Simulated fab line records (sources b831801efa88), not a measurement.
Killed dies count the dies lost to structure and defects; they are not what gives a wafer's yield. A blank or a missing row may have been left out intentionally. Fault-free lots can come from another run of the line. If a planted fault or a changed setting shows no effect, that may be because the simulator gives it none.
One fault seen from 2 desks	flow sky130	every desk sees just its own numbers, and what lay behind them comes last

## AT THE TOOL OWNER'S DESK: rie_metal-04
The tool's own readings at SKY_CAP2M_METAL_ETCH_13 (etches TiN in Cl2/BCl3, stops on SiO2, target depth 220 nm, time 62.9 s): means of the sampled wafers that have a number, for each lot that ran on this tool. If a lot's mean is further than 4 standard deviations from the usual mean, the lot is out of limits and carries the mark OUT (the distance appears in the brackets).
Columns: A = drypump_motor_current_A at SKY_CAP2M_METAL_ETCH_13, usual 5.8 A; B = he_backside_leak_sccm at SKY_CAP2M_METAL_ETCH_13, usual 3.27 sccm; C = oes_product_au at SKY_CAP2M_METAL_ETCH_13, usual 0.943 a.u.; D = throttle_valve_pct at SKY_CAP2M_METAL_ETCH_13, usual 21.901 %
lot	first seen here	A	B	C	D
L119	day 42 00:12	5.7	3.36	0.942	21.903
L130	day 44 19:41	5.8	3.51	0.911	21.929
Result from this desk: across the 2 lots, nothing is out of limits.

## FROM THE METROLOGY DESK
Lot by lot, what the gauges showed, no matter which tool ran the lot: averages of those sampled wafers that carry a number. If a lot's mean is further than 4 standard deviations from the usual mean, the lot is out of limits and carries the mark OUT (the distance appears in the brackets).
Columns: A = FIELD_ISO_OXIDATION_00_THK at SKY_FIELD_ISO_THK_MEAS_02, usual 11.89 nm; B = VT_ADJUST_HVTP_TW at SKY_VT_ADJUST_HVTP_TW_MEAS_11, usual 1351
lot	first seen here	A	B
L117	day 1 17:59	12.16	1350
L118	day 1 22:29	11.75	1373
L119	day 2 02:40	11.81	1335
L122	day 2 17:41	11.63	1359
L130	day 4 09:46	11.46	1346
L134	day 5 05:39	11.61	1344
L135	day 5 12:22	11.65	1359
L136	day 5 17:49	11.96	1359
L137	day 5 21:16	11.70	1356
L139	day 6 06:38	11.97	1363
Result from this desk: across the 10 lots, nothing is out of limits.

## ALL TOGETHER
Nothing out of limits was seen by the tool owner's desk.
From the metrology desk's view, nothing was out of limits.

## WHAT THE SIMULATOR PUT IN
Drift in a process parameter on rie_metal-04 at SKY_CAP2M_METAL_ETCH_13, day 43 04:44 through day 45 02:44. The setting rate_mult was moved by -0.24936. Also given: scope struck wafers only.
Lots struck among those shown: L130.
